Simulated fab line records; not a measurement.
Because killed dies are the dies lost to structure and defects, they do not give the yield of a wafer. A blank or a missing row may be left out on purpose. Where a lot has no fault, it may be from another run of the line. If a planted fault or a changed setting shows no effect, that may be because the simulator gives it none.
The same fault as seen by 2 desks	flow sky130	what lay behind the numbers comes last; until then each desk has only its own

== THE TOOL OWNER'S DESK: plasmaAsher-04 ==
The tool's own readings at SKY_FIELD_ISO_STRIP_16 (strips in O2/N2): means of the sampled wafers that have a number, for each lot that ran on this tool. The brackets show how far a lot's mean lies from the usual mean; more than 4 standard deviations puts the lot out of limits, marked OUT.
Columns: A = drypumpMotorCurrentA at SKY_FIELD_ISO_STRIP_16, usual 5.9 A; B = n2FlowSccm at SKY_FIELD_ISO_STRIP_16, usual 299.9 sccm; C = oesProductAu at SKY_FIELD_ISO_STRIP_16, usual 0.378 a.u.; D = stripTimeToEndpointS at SKY_FIELD_ISO_STRIP_16, usual 3.55 s
lot	first seen here	A	B	C	D
L987	day 2 05:05	6.0	298.8	0.376	3.53
L989	day 2 18:05	6.1	300.5	0.378	3.57
L991	day 3 01:56	6.1	299.4	0.377	3.56
L993	day 3 13:28	6.1	300.0	0.382	3.56
L100	day 5 03:14	6.0	299.8	0.379	3.56
L101	day 5 06:22	6.1	300.5	0.382	3.57
This desk's finding: nothing out of limits on any of the 6 lots.

== THE METROLOGY DESK ==
What the gauges read, lot by lot, whatever tool the lot ran on: means of the sampled wafers that have a number. The brackets show how far a lot's mean lies from the usual mean; more than 4 standard deviations puts the lot out of limits, marked OUT.
Columns: A = PAD_OPEN_BOW at SKY_PAD_OPEN_BOW_MEAS_13, usual 46 um
lot	first seen here	A
L987	day 45 18:20	53
L988	day 46 02:49	55
L989	day 46 08:17	47
L990	day 46 21:26	44
L991	day 46 22:45	47
L993	day 47 14:17	50
L100	day 49 07:33	59
L101	day 49 09:05	37
L103	day 49 17:34	49
L104	day 50 05:55	60
L106	day 50 08:22	38
L107	day 50 10:10	45
This desk's finding: nothing out of limits on any of the 12 lots.

== BROUGHT TOGETHER ==
The desk of the tool owner found nothing out of limits.
Metrology desk: nothing out of limits seen.

== WHAT THE SIMULATOR HAD INSERTED ==
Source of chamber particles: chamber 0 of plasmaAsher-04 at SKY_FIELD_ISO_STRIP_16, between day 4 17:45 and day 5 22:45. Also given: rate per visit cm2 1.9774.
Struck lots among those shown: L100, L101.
